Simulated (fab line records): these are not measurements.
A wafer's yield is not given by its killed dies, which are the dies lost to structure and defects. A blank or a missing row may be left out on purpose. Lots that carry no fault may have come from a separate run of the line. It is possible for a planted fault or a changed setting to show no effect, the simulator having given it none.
fab line records | flow sfq-line
[record] lots = 6 wafers = 18 last-day = 79
route steps=325 shown M4@162 I4@163
lots untouched by any fault: they come from a run of this same line in which no faults occurred
start-h: start of the lot's first displayed wafer, in hours after the record's first day | wait-h: how many hours have passed since the lot's step before this one | " the same as in the row above | L1.1+2: a single row standing in for several wafers | - value missing, or start not given | * or withheld: withheld | < > ~ a bound
route shown NAME@n: names a module that has steps shown in the file, with the first one's number in the route | usual: mean/standard deviation of fault-free wafers | same: alike in all rows | chamber/n: place in a boat | sites: readings site by site | _std_site: their standard deviation | _edge_site: inner sites' mean taken away from outer sites' mean | radius-mm: for every site, how far away it sits from the centre of the wafer | mask NAME#n: copy n | behind: the most recent tool/chamber to have shaped the wafer | hold: cause of the lot's hold/its duration in hours/its outcome | device: whichever transistor did not switch (one of n, p or np) | end of line: tests of these same wafers at the route's end | a step with no rows: only its recipe | killed: not the wafer's yield, but the dies lost to structure and defects at the first sort | map: shows each die of a wafer: x if killed, . if not, _ if none is there
set.NAME: the setting as run; set.NAME@STEP: as run at that earlier step | model.NAME: the simulator's own value behind a step, which no gauge read
lots seen at some steps along the route; tables by step, rows by wafer
services: the hour from which a tool's chamber was out of use, counted from the record's first day as start-h (under 0 if before that day), plus the number of hours and why
[[steps]]
[step SFQ_TRILAYER_M4_STRIP_SOLV_CLEAN_098]
[recipe] chemistry = NMP temp-c = 70 time-s = 600
[step SFQ_TRILAYER_I4_DEP_PECVD_099]
[recipe] material = SiO2 temp-c = 150 time-s = 111.11 pressure-torr = 2.4 rf-w = 183.3 precursor = SiH4/N2O target-thk-nm = 500
[usual] heater-power-w = 81/17 showerhead-vpp-V = 829/34 throttle-valve-pct = 25.0/2
// columns lot.wafer tool chamber start-h wait-h heater-power-w showerhead-vpp-V throttle-valve-pct
L364.3 pecvd-02 0 899.55 0.0 83 893 23.4
L364.5 " 2 " " 72 836 23.8
L364.6 " 0 " " 87 881 23.4
L367.1 pecvd-04 1 1006.53 0.0 110 833 22.9
L367.2 " 2 " " 107 796 22.4
L367.3 " 0 " " 54 887 23.2
L372.2 pecvd-02 0 1102.68 0.0 89 873 24.1
L372.4 " 2 " " 79 827 24.6
L372.5 " 1 " " 88 804 25.2
L374.1 pecvd-03 2 1115.39 0.0 69 801 29.1
L374.2 " 0 " " 61 842 24.2
L374.3 " 1 " " 83 776 25.8
L377.1 pecvd-03 0 1234.32 0.0 56 834 23.8
L377.2 " 2 " " 76 801 29.2
L377.3 " 2 " " 80 795 29.2
L381.1 pecvd-02 0 1364.02 0.0 87 872 24.5
L381.5 " 2 " " 90 846 25.4
L381.6 " 1 " " 87 812 25.6
[step SFQ_TRILAYER_I4_CMP_CMP_100]
[recipe] material = SiO2 down-force-psi = 3 platen-rpm = 60 pad-velocity-m-s = 0.94248
[usual] motor-current-A = 9.9/0.79 time-to-endpoint-s = 212/9
// columns lot.wafer tool chamber start-h wait-h motor-current-A time-to-endpoint-s
L364.3 cmp-02 0 942.42 42.8 9.2 200
L364.6 " 3 943.92 44.3 9.8 217
L364.5 " 0 " " 9.9 211
L367.1 cmp-01 2 1054.33 47.8 9.2 210
L367.3 " 3 " " 10.2 211
L367.2 " 0 " " 10.3 204
L372.2 cmp-01 0 1128.83 26.1 10.4 196
L372.4 " 1 " " 11.4 205
L372.5 " 0 1130.83 28.1 10.5 201
L374.2 cmp-02 0 1135.85 20.4 9.4 215
L374.3 " 1 " " 9.1 228
L374.1 " 2 " " 10.5 219
L377.3 cmp-01 3 1236.30 1.9 10.0 219
L377.1 " 0 " " 10.4 207
L377.2 " 1 " " 11.6 204
L381.1 cmp-02 3 1364.60 0.5 9.7 199
L381.5 " 2 1366.10 2.0 10.3 200
L381.6 " 3 " " 9.6 216
[step SFQ_I4_BOW_MEAS_927]
[recipe] mode = bow
[usual] I4_BOW = 5/8.3
// columns lot.wafer tool chamber start-h wait-h I4_BOW[um]
L364.3 film-metro-02 - 944.96 2.0 -5
L364.5 " - " " 5
L364.6 " - " " 8
L367.1 film-metro-04 - 1056.83 2.0 3
L367.2 " - " " 14
L367.3 " - " " 2
L372.2 film-metro-04 - 1131.85 2.5 -8
L372.4 " - " " -6
L372.5 " - " " -5
L374.1 film-metro-02 - 1138.35 1.0 12
L374.2 " - " " 22
L374.3 " - " " 15
L377.1 film-metro-04 - 1239.30 2.0 13
L377.2 " - " " 10
L377.3 " - " " 7
L381.1 film-metro-03 - 1367.10 2.0 -7
L381.5 " - " " 4
L381.6 " - " " 2
[step SFQ_TRILAYER_I4_METRO_MEASURE_101]
[usual] thk-nm = 199.4/1.3
// columns lot.wafer tool chamber start-h wait-h thk-nm
L364.3 film-metro-02 - 945.44 0.5 198.7
L364.5 " - " " 200.1
L364.6 " - " " 200.6
L367.1 film-metro-04 - 1056.95 0.1 198.2
L367.2 " - " " 198.1
L367.3 " - " " 199.2
L372.2 film-metro-04 - 1132.15 0.3 198.9
L372.4 " - " " 198.0
L372.5 " - " " 197.6
L374.1 film-metro-02 - 1138.47 0.1 198.7
L374.2 " - " " 199.1
L374.3 " - " " 200.2
L377.1 film-metro-04 - 1239.42 0.1 198.7
L377.2 " - " " 199.8
L377.3 " - " " 200.8
L381.1 film-metro-03 - 1367.22 0.1 199.8
L381.5 " - " " 197.0
L381.6 " - " " 198.7
[step SFQ_TRILAYER_I4_VIA_LITHO_COAT_108]
[recipe] resist = BARC spin-rpm = 3000 resist-thk-nm = 62
[step SFQ_TRILAYER_I4_VIA_LITHO_COAT_103]
[recipe] resist = KrF spin-rpm = 3000 resist-thk-nm = 650
[step SFQ_TRILAYER_I4_VIA_LITHO_SOFTBAKE_107]
[recipe] temp-c = withheld time-s = withheld resist = KrF
[step SFQ_TRILAYER_I4_VIA_LITHO_EXPOSE_104]
[recipe] mask-id = I4 na = 0.6 source-shape = conventional sigma-outer = 0.65 target-cd-nm = 700 dose-mj = 21.3
[step SFQ_TRILAYER_I4_VIA_LITHO_PEB_106]
[recipe] peb-temp-c = 115 peb-time-s = 60 resist = KrF
[step SFQ_TRILAYER_I4_VIA_LITHO_DEVELOP_105]
[recipe] time-s = 60 resist = KrF
[step SFQ_I4_OVL_MEAS_928]
[usual] I4_OVL = -1/5.4
// columns lot.wafer tool chamber start-h wait-h I4_OVL[nm]
L364.3 overlay-01 - 948.50 0.1 -2
L364.5 " - " " -4
L364.6 " - " " -1
L367.1 overlay-02 - 1061.06 0.1 -7
L367.2 " - " " -5
L367.3 " - " " -5
L372.2 overlay-02 - 1244.85 0.1 -7
L372.4 " - " " 4
L372.5 " - " " 0
L374.1 overlay-02 - 1253.33 0.1 -1
L374.2 " - " " 3
L374.3 " - " " -2
L377.1 overlay-02 - 1349.70 0.1 -6
L377.2 " - " " -6
L377.3 " - " " -3
L381.1 overlay-02 - 1370.80 0.1 -7
L381.5 " - " " -1
L381.6 " - " " -6
[step SFQ_TRILAYER_I4_VIA_BARC_OPEN_VIA_ETCH_146]
[recipe] mask-material = PR chemistry = O2 target-depth-nm = 125 target = BARC source-w = 500 bias-w = 80 pressure-mtorr = 30 time-s = 41.7
[usual] drypump-motor-current-A = 5.7/0.44 oes-product-au = 0.686/0.0044
// columns lot.wafer tool chamber start-h wait-h drypump-motor-current-A oes-product-au rf-hours-counter-h model.KrF_of_TRILAYER_I4_VIA_LITHO_COAT_103.thk-nm
L364.3 rie-diel-02 1 948.52 0.0 5.7 0.683 21 571
L364.5 " 2 " " 5.2 0.680 - 572.9
L364.6 " 3 " " 6.1 0.682 - 572.5
L367.1 rie-diel-03 3 1061.09 0.0 6.2 0.691 6 572.4
L367.2 " 2 " " 6.1 0.691 9 571.8
L367.3 " 1 " " 5.6 0.680 8 574.5
L372.2 rie-diel-03 2 1244.88 0.0 6.1 0.691 12 570.4
L372.4 " 0 " " 5.2 0.687 22 581.1
L372.5 " 1 " " 5.6 0.686 - 570.3
L374.1 rie-diel-03 3 1253.36 0.0 6.2 0.686 10 578
L374.2 " 2 " " 6.1 0.689 13 573.9
L374.3 " 1 " " 5.6 0.681 11 584
L377.1 rie-diel-01 1 1349.74 0.0 5.4 0.688 10 569
L377.2 " 0 " " 5.5 0.686 13 569.6
L377.3 " 2 " " 5.3 0.677 9 571.9
L381.1 rie-diel-02 0 1370.83 0.0 4.8 0.685 16 573.2
L381.5 " 3 " " 6.2 0.681 - 575.3
L381.6 " 0 " " 4.8 0.685 - 574.8
[step SFQ_TRILAYER_I4_VIA_ETCH_VIA_ETCH_106]
[recipe] target = SiO2 stop-on = Nb mask-material = PR taper-deg = 20 chemistry = CHF3 target-depth-nm = 260 source-w = 500 bias-w = 80 pressure-mtorr = 30 time-s = withheld
[usual] drypump-motor-current-A = 5.7/0.45 oes-product-au = 0.852/0.0056
// columns lot.wafer tool chamber start-h wait-h drypump-motor-current-A oes-product-au model.KrF_of_TRILAYER_I4_VIA_LITHO_COAT_103.thk-nm
L364.3 rie-diel-02 1 948.56 0.0 5.7 0.853 526.4
L364.5 " 2 " " 5.2 0.846 528.6
L364.6 " 3 " " 6.1 0.851 528.3
L367.1 rie-diel-03 3 1061.13 0.0 6.2 0.861 528.4
L367.2 " 2 " " 6.1 0.845 526.4
L367.3 " 1 " " 5.6 0.840 530.7
L372.2 rie-diel-03 2 1244.92 0.0 6.1 0.850 525
L372.4 " 0 " " 5.2 0.850 536
L372.5 " 1 " " 5.6 0.845 526.5
L374.1 rie-diel-03 3 1253.40 0.0 6.2 0.848 533.4
L374.2 " 2 " " 6.1 0.856 528.5
L374.3 " 1 " " 5.6 0.857 540.2
L377.1 rie-diel-01 1 1349.78 0.0 5.4 0.844 524.5
L377.2 " 0 " " 5.5 0.854 523.8
L377.3 " 2 " " 5.3 0.855 527.5
L381.1 rie-diel-02 0 1370.87 0.0 4.8 0.851 529.9
L381.5 " 3 " " 6.1 0.847 531.8
L381.6 " 0 " " 4.8 0.856 531.4
[step SFQ_TRILAYER_I4_VIA_STRIP_STRIP_107]
[recipe] gas = O2 power-w = 200 platen-temp-c = 40 overash-fraction = 0.65 chemistry = O2 pressure-mtorr = 50
[usual] drypump-motor-current-A = 5.7/0.51 oes-product-au = 0.998/0.01
// columns lot.wafer tool chamber start-h wait-h drypump-motor-current-A oes-product-au rf-hours-counter-h
L364.3 rie-metal-02 0 948.88 - 4.8 1.008 -
L364.5 " 1 " " 6.0 0.997 -
L364.6 " 0 " " 4.8 1.024 -
L367.1 rie-metal-01 0 1061.25 - 5.8 0.998 73
L367.2 " 1 " " 6.0 1.002 99
L367.3 " 0 " " 5.8 1.001 -
L372.2 rie-metal-01 0 1245.24 - 5.9 0.987 -
L372.4 " 0 " " 5.9 1.006 -
L372.5 " 0 " " 5.9 0.994 -
L374.1 rie-metal-04 1 1253.52 - 5.0 0.986 78
L374.2 " 0 " " 6.2 0.989 115
L374.3 " 0 " " 6.2 0.983 -
L377.1 rie-metal-02 0 1349.89 - 4.8 1.011 14
L377.2 " 1 " " 6.0 0.994 117
L377.3 " 1 " " 6.0 0.989 -
L381.1 rie-metal-01 1 1370.99 - 6.1 0.986 1
L381.5 " 1 " " 6.1 0.989 -
L381.6 " 0 " " 5.8 1.006 -
[[services]]
// columns tool chamber start-h hours kind
rie-diel-02 1 898.81 3.8 repair
cmp-01 - 915.79 4.0 pm
rie-diel-03 1 939.64 3.7 repair
rie-diel-02 1 952.61 3.9 repair
rie-diel-03 3 963.12 5.3 repair
rie-diel-03 2 968.31 1.7 repair
rie-diel-03 3 1031.74 29.1 repair
rie-diel-03 0 1058.77 11.5 repair
rie-diel-03 2 1068.51 13.2 repair
rie-diel-02 3 1084.79 1.5 repair
rie-diel-03 - 1173.56 0.7 repair
rie-diel-03 3 1187.24 3.4 repair
rie-diel-02 3 1188.11 5.9 repair
rie-diel-02 - 1202.74 28.1 pm
rie-diel-03 3 1204.13 10.4 repair
rie-diel-03 - 1204.82 0.5 repair
rie-diel-02 3 1241.09 19.1 repair
rie-diel-03 - 1261.25 14.6 pm
rie-diel-03 0 1282.28 3.8 repair
rie-diel-03 2 1307.49 2.7 repair
rie-diel-02 1 1316.15 15.6 repair
rie-diel-03 - 1353.61 2.8 pm
rie-diel-03 0 1360.57 6.8 repair
rie-diel-03 1 1365.90 3.1 repair
[[key]]
first-sign none at tools or gauges
[model-effect] step = SFQ_TRILAYER_I4_VIA_BARC_OPEN_VIA_ETCH_146 value = KrF_of_TRILAYER_I4_VIA_LITHO_COAT_103.thk-nm without = 571.9 struck = 582.5
[model-effect] step = SFQ_TRILAYER_I4_VIA_ETCH_VIA_ETCH_106 value = KrF_of_TRILAYER_I4_VIA_LITHO_COAT_103.thk-nm without = 527.5 struck = 538.1
met-at SFQ_TRILAYER_I4_VIA_BARC_OPEN_VIA_ETCH_146
struck-wafers L372.4,L374.3
onset-between 1061.09 1244.88
[fault] kind = process-parameter-drift tool = rie-diel-03 chamber = - onset-h = 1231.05 steps = SFQ_TRILAYER_I4_VIA_BARC_OPEN_VIA_ETCH_146 channel = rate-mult offset = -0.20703 shape = step end-h = 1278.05 scope = struck-wafers-only
